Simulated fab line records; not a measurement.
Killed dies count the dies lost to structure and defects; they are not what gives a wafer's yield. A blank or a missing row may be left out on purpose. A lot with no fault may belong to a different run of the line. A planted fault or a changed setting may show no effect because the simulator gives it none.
Which tool is to blame? + flow gf180mcu + 42 wafers from 14 lots sampled at 3 of the route's 602 steps

WHAT THE GAUGES SHOWED, per wafer
GF_M3_OVL_MEAS_15.
| lot  | measured     | on         | M3_OVL (nm) |
|------|--------------|------------|-------------|
| L721 | day 21 06:44 | overlay-01 | -7 1 -2     |
| L722 | day 21 18:09 | overlay-02 | 0 -6 0      |
| L723 | day 22 06:11 | overlay-02 | -2 0 -3     |
| L728 | day 24 00:47 | overlay-02 | 3 3 3       |
| L729 | day 24 13:38 | overlay-01 | -2 -1 4     |
| L733 | day 26 03:14 | overlay-02 | 0 -1 1      |
| L732 | day 26 06:50 | overlay-02 | 2 0 2       |
| L735 | day 26 22:08 | overlay-02 | -11 -7 -3   |
| L734 | day 27 03:24 | overlay-01 | -8 -5 -5    |
| L737 | day 27 08:53 | overlay-02 | -1 0 5      |
| L736 | day 27 10:29 | overlay-01 | -7 -2 -7    |
| L738 | day 27 13:02 | overlay-01 | -9 -11 -14  |
| L740 | day 27 19:56 | overlay-01 | -6 -5 -4    |
| L743 | day 28 19:26 | overlay-01 | 2 -1 -1     |

GF_V3_OVL_MEAS_15.
| lot  | measured     | on         | V3_OVL (nm) |
|------|--------------|------------|-------------|
| L721 | day 22 07:29 | overlay-01 | 4 0 7       |
| L722 | day 22 18:43 | overlay-02 | 6 12 4      |
| L723 | day 23 06:50 | overlay-02 | 0 9 5       |
| L728 | day 24 23:51 | overlay-02 | 3 3 6       |
| L729 | day 25 12:47 | overlay-01 | 0 2 8       |
| L733 | day 27 01:47 | overlay-02 | 2 3 -7      |
| L732 | day 27 04:26 | overlay-02 | 5 -5 -5     |
| L735 | day 27 19:17 | overlay-02 | -2 2 2      |
| L734 | day 28 00:34 | overlay-02 | -9 -4 -3    |
| L737 | day 28 06:22 | overlay-01 | 4 3 8       |
| L736 | day 28 08:23 | overlay-01 | 7 12 9      |
| L738 | day 28 10:54 | overlay-01 | -6 -3 -7    |
| L740 | day 28 16:24 | overlay-01 | -4 -14 -12  |
| L743 | day 29 16:07 | overlay-01 | -2 0 3      |

EACH LOT AND THE TOOL THAT RAN IT (in order: tool; ch and the chambers of the sampled wafers; start)
| lot  | GF_V3_CVD_02                    |
|------|---------------------------------|
| L721 | pecvd-03 ch 0,1,2, day 21 07:34 |
| L722 | pecvd-01 ch 1,2, day 21 18:59   |
| L723 | pecvd-02 ch 0,1,2, day 22 07:06 |
| L728 | pecvd-02 ch 0,2, day 24 01:37   |
| L729 | pecvd-01 ch 0,2, day 24 14:28   |
| L733 | pecvd-02 ch 1,2, day 26 04:11   |
| L732 | pecvd-03 ch 0,1, day 26 07:41   |
| L735 | pecvd-02 ch 1,2, day 26 23:09   |
| L734 | pecvd-03 ch 0,1,2, day 27 04:13 |
| L737 | pecvd-01 ch 1,2, day 27 10:07   |
| L736 | pecvd-01 ch 1,2, day 27 11:20   |
| L738 | pecvd-03 ch 1,2, day 27 14:01   |
| L740 | pecvd-01 ch 0,1, day 27 20:46   |
| L743 | pecvd-02 ch 0,1,2, day 28 20:31 |
- GF_V3_CVD_02: deposits SiO2 from TEOS, target thk 850 nm, time 94.851 s.

WHAT THE TOOLS THEMSELVES READ (means of the sampled wafers that have a number; where no wafer has one, the mark that the record gives instead)
GF_V3_CVD_02.
| lot  | tool     | heater power w (W) | susceptor temp C (C) |
|------|----------|--------------------|----------------------|
| L721 | pecvd-03 | 564                | 399.95               |
| L722 | pecvd-01 | 743                | 399.91               |
| L723 | pecvd-02 | 656                | 399.93               |
| L728 | pecvd-02 | 796                | 400.07               |
| L729 | pecvd-01 | 655                | 400.25               |
| L733 | pecvd-02 | 639                | 399.89               |
| L732 | pecvd-03 | 611                | 399.97               |
| L735 | pecvd-02 | 689                | 400.07               |
| L734 | pecvd-03 | 584                | 400.08               |
| L737 | pecvd-01 | 745                | 400.31               |
| L736 | pecvd-01 | 740                | 399.91               |
| L738 | pecvd-03 | 603                | 399.91               |
| L740 | pecvd-01 | 777                | 399.89               |
| L743 | pecvd-02 | 706                | 399.91               |

THE ANSWER, worked out from the rows above alone
Rule: usual is defined by the lots themselves. Put in order of their means at a reading, lots are off if they are a third of the lots or fewer, leave a main group of 4 or more, and stand apart from it by a gap of 3 or more times the standard deviation of the main group's means; of several such gaps the widest counts. A main group whose means are all the same, to the digits that the tables above print for the reading, isn't used. A lot without any number at a reading at which 4 lots or more have one is off too. Any other lot the step has rows for is counted as sound. After the gauges, taken in route order, come the tools' own readings; for these a lot's mean is taken, as printed above. At the first step where some lot is off, the reading lying furthest off is the one used; lots without a number count as furthest.
Across all readings shown, no lot is off: no conclusion can be drawn from this.

WHAT WAS PUT IN BY THE SIMULATOR
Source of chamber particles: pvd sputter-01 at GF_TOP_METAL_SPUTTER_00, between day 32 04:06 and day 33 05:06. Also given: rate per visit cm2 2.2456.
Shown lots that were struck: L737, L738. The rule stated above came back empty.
